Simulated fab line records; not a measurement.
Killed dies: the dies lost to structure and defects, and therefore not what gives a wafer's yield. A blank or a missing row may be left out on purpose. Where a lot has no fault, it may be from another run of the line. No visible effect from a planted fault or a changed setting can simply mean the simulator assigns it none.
Matching of chambers | flow sky130 | SKY_CONTACT_HDPCVD_02 on hdpcvd-02: 3 sister chambers
The step deposits SiO2, target thk 565 nm, time 94.2 s. 3 wafers are shown with their chamber, then 7 later ones without.

## WAFERS WITH THEIR CHAMBER
wafer  | chamber | run_length_s (s)
L245.5 | 0       | 122.1
L246.1 | 1       | 122.2
L246.3 | 2       | 122.7

## WAFERS WITH NO CHAMBER GIVEN
wafer  | run_length_s (s)
L246.5 | 123.4
L251.2 | 122.2
L251.5 | 122.1
L251.6 | 122.9
L252.2 | 122.6
L252.4 | 122.4
L252.6 | 121.3

## THE CHAMBER EACH PASSED THROUGH
wafer  | from the rows above          | in truth
L246.5 | can't be placed: 2 or 1 or 0 | 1
L251.2 | can't be placed: 1 or 0 or 2 | 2
L251.5 | can't be placed: 0 or 1 or 2 | 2
L251.6 | can't be placed: 2 or 1 or 0 | 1
L252.2 | can't be placed: 2 or 1 or 0 | 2
L252.4 | can't be placed: 1 or 2 or 0 | 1
L252.6 | can't be placed: 0 or 1 or 2 | 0
Placed correctly: 0 of 7. These rows do not allow placing 7 (true chamber among the candidates in 7). Number placed wrongly: 0.
How it was worked out, from the rows above alone: a wafer's distance from a chamber is the root of the sum, over the readings, of the square of ((its reading less the chamber's mean) divided by the reading's scatter). If the next closest chamber is less than 2 further off than the closest, the wafer can't be placed; otherwise it belongs to the closest. For every chamber, the mean is computed from those of its wafers that are shown. The scatter (one wafer shown for each chamber): square how far every hidden wafer sits from the nearest shown wafer, average those squares and take the square root.
